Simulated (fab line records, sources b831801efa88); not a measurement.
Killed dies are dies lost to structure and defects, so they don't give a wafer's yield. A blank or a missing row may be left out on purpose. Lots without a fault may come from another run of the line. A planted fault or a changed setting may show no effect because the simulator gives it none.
fab line records | flow sky130 | part 2 of 2: steps 27 to 36 of 36
record lots=5 wafers=15 last_day=50
route steps=708 shown VIA2@515 METAL3@532 CAPM@537
lots that met no fault: from a run of the same line without faults
start_h: hours from the record's first day to the start of the lot's first wafer shown | wait_h: hours since the lot's step before | " the same as in the row above | L1.1+2: a row that stands for several wafers | - no value, or no start given | * or withheld: withheld | < > ~ a bound
route shown NAME@n: a module of which the file shows steps, and the number in the route of the first | usual: mean/standard deviation of fault-free wafers | same: alike in all rows | chamber/n: place in a boat | sites: the reading at each site | _std_site: their standard deviation | _edge_site: outer sites' mean less inner sites' | radius_mm: how far each site lies from the wafer's centre | mask NAME#n: copy n | behind: the tool/chamber that last shaped the wafer | hold: why the lot was held/for how many hours/how that ended | device: the transistor (n, p or np) that didn't switch | end of line: the same wafers' tests at the end of the route | a step without rows: its recipe alone | killed: dies lost to structure and defects at the first sort, not the wafer's yield | map: a wafer's dies, x killed, . not, _ none there
set.NAME: the setting as run; set.NAME@STEP: as run at that earlier step | model.NAME: the simulator's own value behind a step, which no gauge read
lots at some steps of the route; a table a step, a row a wafer
services: from which hour (start_h, from the record's first day; less than 0 if before it) a tool's chamber was out of use, for how many hours, and why
## steps
# step SKY_CAPM_THK_MEAS_04
# recipe thk_meas_gauge=xrf reads=TiN_of_CAPM_SPUTTER_02
# usual CAPM_TIN_THK=202.2/2.3
# columns lot.wafer tool chamber start_h wait_h CAPM_TIN_THK[nm]
L078.1 film_metro-04 - 879.97 0.1 200.4
L078.5 " - " " 201.0
L078.6 " - " " 200.5
L083.4 film_metro-03 - 917.10 0.1 201.7
L083.5 " - " " 200.6
L083.6 " - " " 204.6
L086.1 film_metro-03 - 944.46 0.1 203.6
L086.3 " - " " 201.7
L086.6 " - " " 202.5
L092.1 film_metro-03 - 979.35 0.1 201.1
L092.2 " - " " 201.1
L092.4 " - " " 204.3
L097.2 film_metro-01 - 1017.02 0.1 207.7
L097.4 " - " " 206.1
L097.6 " - " " 208.9
# step SKY_CAPM_DEHYDRATE_05
# recipe temp_c=200 time_s=60
# usual resist_line_temp_C=23.01/0.1
# columns lot.wafer tool chamber start_h wait_h resist_line_temp_C
L078.1 litho_track-03 0 891.65 11.7 23.14
L078.5 " 0 " " 23.14
L078.6 " 0 " " 22.99
L083.4 litho_track-04 0 928.94 11.8 22.96
L083.5 " 0 " " 23.00
L083.6 " 0 " " 23.12
L086.1 litho_track-01 0 956.09 11.6 23.11
L086.3 " 0 " " 23.00
L086.6 " 0 " " 23.02
L092.1 litho_track-03 0 990.25 10.9 23.06
L092.2 " 0 " " 23.12
L092.4 " 0 " " 23.00
L097.2 litho_track-04 0 1027.69 10.7 22.98
L097.4 " 0 " " 23.07
L097.6 " 0 " " 23.09
# step SKY_CAPM_HMDS_06
# recipe prime_time_s=60 prime_temp_c=120
# usual resist_line_temp_C=23.00/0.11
# columns lot.wafer tool chamber start_h wait_h resist_line_temp_C
L078.1 litho_track-03 0 891.80 0.1 22.97
L078.5 " 0 " " 23.05
L078.6 " 0 " " 23.09
L083.4 litho_track-04 0 929.09 0.1 22.95
L083.5 " 0 " " 23.05
L083.6 " 0 " " 23.06
L086.1 litho_track-01 0 956.24 0.1 23.02
L086.3 " 0 " " 22.98
L086.6 " 0 " " 23.08
L092.1 litho_track-03 0 990.40 0.1 23.09
L092.2 " 0 " " 22.99
L092.4 " 0 " " 23.13
L097.2 litho_track-04 0 1027.84 0.1 23.02
L097.4 " 0 " " 22.88
L097.6 " 0 " " 22.91
# step SKY_CAPM_COAT_07
# recipe resist=NOVOLAK spin_rpm=3000 resist_thk_nm=1140
# usual resist_line_temp_C=23.01/0.1
# columns lot.wafer tool chamber start_h wait_h resist_line_temp_C
L078.1 litho_track-03 0 891.95 0.1 23.05
L078.5 " 0 " " 22.84
L078.6 " 0 " " 23.12
L083.4 litho_track-04 0 929.24 0.1 22.94
L083.5 " 0 " " 23.05
L083.6 " 0 " " 23.01
L086.1 litho_track-01 0 956.39 0.1 22.93
L086.3 " 0 " " 23.02
L086.6 " 0 " " 22.99
L092.1 litho_track-03 0 990.55 0.1 23.03
L092.2 " 0 " " 23.03
L092.4 " 0 " " 22.93
L097.2 litho_track-04 0 1027.99 0.1 23.04
L097.4 " 0 " " 23.04
L097.6 " 0 " " 23.15
# step SKY_CAPM_SOFTBAKE_08
# recipe temp_c=90 time_s=60 resist=NOVOLAK
# usual resist_line_temp_C=22.98/0.11
# columns lot.wafer tool chamber start_h wait_h resist_line_temp_C
L078.1 litho_track-03 0 892.10 0.1 22.93
L078.5 " 0 " " 22.97
L078.6 " 0 " " 22.96
L083.4 litho_track-04 0 929.39 0.1 23.04
L083.5 " 0 " " 23.19
L083.6 " 0 " " 23.03
L086.1 litho_track-01 0 956.54 0.1 22.97
L086.3 " 0 " " 22.94
L086.6 " 0 " " 22.99
L092.1 litho_track-03 0 990.70 0.1 22.81
L092.2 " 0 " " 22.67
L092.4 " 0 " " 22.89
L097.2 litho_track-04 0 1028.14 0.1 23.06
L097.4 " 0 " " 23.12
L097.6 " 0 " " 23.24
# step SKY_CAPM_EXPOSE_09
# recipe mask_id=CAPM na=0.6 source_shape=conventional sigma_outer=0.6 polarization=unpolarized target_cd_nm=1000 dose_mj=159
# same na=0.6
# columns lot.wafer tool chamber start_h wait_h mask
L078.1+5+6 iline_stepper-02 0 - - CAPM#0
L083.4+5+6 iline_stepper-01 0 - - CAPM#0
L086.1+3+6 iline_stepper-01 0 - - CAPM#0
L092.1+2+4 iline_stepper-01 0 - - CAPM#0
L097.2+4+6 iline_stepper-01 0 - - CAPM#0
# step SKY_CAPM_PEB_10
# recipe temp_c=withheld time_s=* resist=NOVOLAK
# usual resist_line_temp_C=*
# columns lot.wafer tool chamber start_h wait_h resist_line_temp_C
L078.1 litho_track-01 0 - - *
L078.5 " 0 " " *
L078.6 " 0 " " *
L083.4 litho_track-01 0 - - *
L083.5 " 0 " " *
L083.6 " 0 " " *
L086.1 litho_track-04 0 - - *
L086.3 " 0 " " *
L086.6 " 0 " " *
L092.1 litho_track-03 0 - - *
L092.2 " 0 " " *
L092.4 " 0 " " *
L097.2 litho_track-01 0 - - *
L097.4 " 0 " " *
L097.6 " 0 " " *
# step SKY_CAPM_DEVELOP_11
# recipe resist=NOVOLAK developer=TMAH develop_time_s=60 dev_temp_c=23
# usual resist_line_temp_C=23.02/0.1
# columns lot.wafer tool chamber start_h wait_h resist_line_temp_C
L078.1 litho_track-01 0 904.59 0.1 22.85
L078.5 " 0 " " 22.94
L078.6 " 0 " " 23.19
L083.4 litho_track-01 0 941.36 0.1 23.06
L083.5 " 0 " " 23.00
L083.6 " 0 " " 23.23
L086.1 litho_track-04 0 968.06 0.1 23.10
L086.3 " 0 " " 23.23
L086.6 " 0 " " 23.05
L092.1 litho_track-03 0 1002.35 0.1 22.97
L092.2 " 0 " " 22.91
L092.4 " 0 " " 23.00
L097.2 litho_track-01 0 1039.21 0.1 23.12
L097.4 " 0 " " 22.94
L097.6 " 0 " " 22.95
# step SKY_CAPM_OVL_MEAS_12
# usual CAPM_OVL=0.3/1.4
# columns lot.wafer tool chamber start_h wait_h CAPM_OVL[nm]
L078.1 overlay-01 - 904.74 0.1 2.0
L078.5 " - " " 4.5
L078.6 " - " " 0.5
L083.4 overlay-02 - 941.45 0.1 1.6
L083.5 " - " " 0.2
L083.6 " - " " -0.2
L086.1 overlay-01 - 968.21 0.1 1.6
L086.3 " - " " 3.6
L086.6 " - " " 2.2
L092.1 overlay-02 - 1002.50 0.1 -1.5
L092.2 " - " " -1.3
L092.4 " - " " 0.4
L097.2 overlay-01 - 1039.34 0.1 -0.7
L097.4 " - " " 0.8
L097.6 " - " " 0.0
# step SKY_CAPM_METAL_ETCH_13
# recipe target_depth_nm=220 stop_on=SiO2 chemistry=Cl2/BCl3 target=TiN pressure_mtorr=10 icp_w=900 bias_w=48.5 Cl2_flow_sccm=60 bcl3_flow_sccm=30 time_s=62.9
# usual drypump_motor_current_A=5.9/0.41 oes_product_au=0.942/0.0076 throttle_valve_pct=21.902/0.0096
# columns lot.wafer tool chamber start_h wait_h drypump_motor_current_A oes_product_au rf_hours_counter_h throttle_valve_pct
L078.1 rie_metal-02 1 904.77 0.0 5.3 0.935 11 21.901
L078.5 " 1 " " 5.3 0.941 - 21.908
L078.6 " 0 " " 5.9 0.943 - 21.920
L083.4 rie_metal-03 0 941.50 0.0 6.1 0.941 - 21.898
L083.5 " 1 " " 5.7 0.941 - 21.904
L083.6 " 0 " " 6.1 0.943 - 21.892
L086.1 rie_metal-04 1 968.25 0.0 6.6 0.941 15 21.925
L086.3 " 0 " " 6.0 0.937 - 21.916
L086.6 " 0 " " 6.0 0.939 - 21.903
L092.1 rie_metal-02 1 1002.54 0.0 5.3 0.935 16 21.901
L092.2 " 0 " " 5.9 0.943 8 21.911
L092.4 " 0 " " 5.9 0.943 - 21.890
L097.2 rie_metal-02 1 1039.37 0.0 5.3 0.950 18 21.889
L097.4 " 0 " " 5.9 0.959 - 21.889
L097.6 " 1 " " 5.3 0.960 - 21.882
## services
# columns tool chamber start_h hours kind
rie_diel-04 2 849.82 5.8 repair
rie_diel-04 1 854.01 4.6 repair
pvd_sputter-03 - 858.67 1.6 repair
pvd_sputter-01 - 872.07 2.3 repair
wet_bench-04 - 886.77 4.4 pm
pecvd-03 - 888.60 5.0 repair
iline_stepper-01 - 893.95 1.7 pm
krf_scanner-01 - 905.45 1.0 pm
pvd_sputter-03 - 906.77 1.2 repair
cmp-01 - 912.00 4.0 pm
rie_diel-04 1 933.44 10.7 repair
krf_scanner-01 - 946.70 1.7 repair
cvd_w-01 1 949.46 4.0 repair
cmp-01 - 956.40 0.7 repair
rie_metal-02 - 966.62 2.8 pm
krf_scanner-01 - 968.56 1.3 pm
pvd_sputter-02 - 972.71 4.3 repair
pvd_sputter-03 - 984.69 34.5 repair
pvd_sputter-03 - 994.92 0.7 repair
krf_scanner-01 - 999.47 0.8 pm
rie_diel-04 0 1010.75 2.0 repair
rie_diel-04 - 1015.01 4.6 repair
rie_diel-04 2 1015.78 3.3 repair
krf_scanner-01 - 1037.87 7.2 pm
